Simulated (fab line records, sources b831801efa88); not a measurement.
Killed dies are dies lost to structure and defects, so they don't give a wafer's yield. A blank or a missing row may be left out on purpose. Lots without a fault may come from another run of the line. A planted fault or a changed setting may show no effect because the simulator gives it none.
Tool commonality check | flow sky130 | 11 lots, 39 wafers sampled

WHY IT WAS OPENED
At SKY_FIELD_ISO_THK_MEAS_23 the reading FIELD_ISO_OXIDATION_01_THK is flagged on 2 of 11 lots. Wafers without a fault read 9.91 nm, standard deviation 0.19.
Rule: a lot is flagged when every wafer of it that has a number lies more than 4 standard deviations from that mean, or none has a number. The other lots count as sound.

lot  | measured    | on            | FIELD_ISO_OXIDATION_01_THK (nm), wafer by wafer | flag
L338 | day 2 14:17 | film_metro-02 | 10.18 10.10 10.25                               |
L339 | day 2 17:35 | film_metro-01 | 9.99 10.06 9.89                                 |
L341 | day 3 06:39 | film_metro-02 | 9.74 9.81 9.87                                  |
L344 | day 3 22:06 | film_metro-02 | 10.14 10.05 10.00                               |
L345 | day 4 00:40 | film_metro-02 | 10.13 10.23 10.26                               |
L347 | day 4 10:38 | film_metro-04 | 9.71 9.68 9.83                                  |
L348 | day 4 18:50 | film_metro-01 | 9.91 9.78 9.88                                  |
L349 | day 4 23:50 | film_metro-04 | 9.63 9.72 9.63                                  |
L351 | day 5 08:51 | film_metro-01 | 9.61 9.67 9.65                                  |
L357 | day 6 15:45 | film_metro-04 | 16.51 16.63 16.46 16.43 16.57 16.54             | FLAGGED
L358 | day 6 21:52 | film_metro-01 | 16.69 16.57 16.67 16.67 16.58 16.62             | FLAGGED
The numbers of the flagged lots are 16.58 nm on average: +6.67 nm against the usual, or +35 standard deviations.

WHICH TOOL RAN EACH LOT
The record holds 2 process steps before the reading, out of a route of 708 steps. In each cell: the tool, then ch and the chambers that the sampled wafers went through, then the start.
lot  | flag    | SKY_FIELD_ISO_ETCH_17           | SKY_FIELD_ISO_OXIDATION_22
L338 |         | rie_si-02 ch 0,2,3, day 2 12:44 | furnace-01 ch 0, day 2 13:06
L339 |         | rie_si-01 ch 0,1,3, day 2 15:33 | furnace-02 ch 0, day 2 16:25
L341 |         | rie_si-02 ch 0,1,2, day 3 05:08 | furnace-01 ch 0, day 3 05:28
L344 |         | rie_si-01 ch 0,2,3, day 3 17:35 | furnace-02 ch 0, day 3 20:55
L345 |         | rie_si-01 ch 2, day 3 21:35     | furnace-02 ch 0, day 3 23:29
L347 |         | rie_si-02 ch 0,1,2, day 4 09:05 | furnace-01 ch 0, day 4 09:26
L348 |         | rie_si-02 ch 0,3, day 4 17:18   | furnace-01 ch 0, day 4 17:38
L349 |         | rie_si-01 ch 1,3, day 4 20:56   | furnace-02 ch 0, day 4 22:40
L351 |         | rie_si-01 ch 0,1,3, day 5 07:15 | furnace-02 ch 0, day 5 07:39
L357 | FLAGGED | rie_si-02 ch 1,2,3, day 6 14:06 | furnace-02 ch 0, day 6 14:34
L358 | FLAGGED | rie_si-02 ch 2,3, day 6 19:02   | furnace-02 ch 0, day 6 20:41
What these steps do:
- SKY_FIELD_ISO_ETCH_17: etches Si in HBr/Cl2/O2, target depth 342 nm, time 97.7 s.
- SKY_FIELD_ISO_OXIDATION_22: stabilise 600 s, purge 300 s, target thk 10 nm.
- SKY_FIELD_ISO_THK_MEAS_23

FLAGGED OVER TOTAL, TOOL BY TOOL (the gauges that took the reading come last)
step                       | tool          | lots run | flagged | share of the flagged lots | sound lots run after its first flagged lot
SKY_FIELD_ISO_ETCH_17      | rie_si-01     | 5        | 0       | none                      | -
SKY_FIELD_ISO_ETCH_17      | rie_si-02     | 6        | 2       | all                       | 0
SKY_FIELD_ISO_OXIDATION_22 | furnace-01    | 4        | 0       | none                      | -
SKY_FIELD_ISO_OXIDATION_22 | furnace-02    | 7        | 2       | all                       | 0
SKY_FIELD_ISO_THK_MEAS_23  | film_metro-01 | 4        | 1       | some                      | 0
SKY_FIELD_ISO_THK_MEAS_23  | film_metro-02 | 4        | 0       | none                      | -
SKY_FIELD_ISO_THK_MEAS_23  | film_metro-04 | 3        | 1       | some                      | 0

WHAT THE TABLE ALLOWS
2 rows of the table ran every flagged lot: rie_si-02 at SKY_FIELD_ISO_ETCH_17, furnace-02 at SKY_FIELD_ISO_OXIDATION_22.
- rie_si-02 at SKY_FIELD_ISO_ETCH_17: 2 of its 6 lots flagged. Its last sound lot is L348 (day 4 17:18), its first flagged lot L357 (day 6 14:06): a fault that began between those two fits.
- furnace-02 at SKY_FIELD_ISO_OXIDATION_22: 2 of its 7 lots flagged. Its last sound lot is L351 (day 5 07:39), its first flagged lot L357 (day 6 14:34): a fault that began between those two fits. Its own readings lie more than 4 standard deviations out on every wafer of the flagged lots: spike_tc_bottom_C, spike_tc_centre_C, spike_tc_lower_C, spike_tc_top_C, spike_tc_upper_C, tube_center_temp_C, tube_center_temp_C_max, zone_power_top_pct.
Counting lots can't tell these 2 tools apart, because each fits a fault that began at some hour. More lots, or a look at what each step does to the wafer, might.

WHAT THE SIMULATOR HAD PUT IN
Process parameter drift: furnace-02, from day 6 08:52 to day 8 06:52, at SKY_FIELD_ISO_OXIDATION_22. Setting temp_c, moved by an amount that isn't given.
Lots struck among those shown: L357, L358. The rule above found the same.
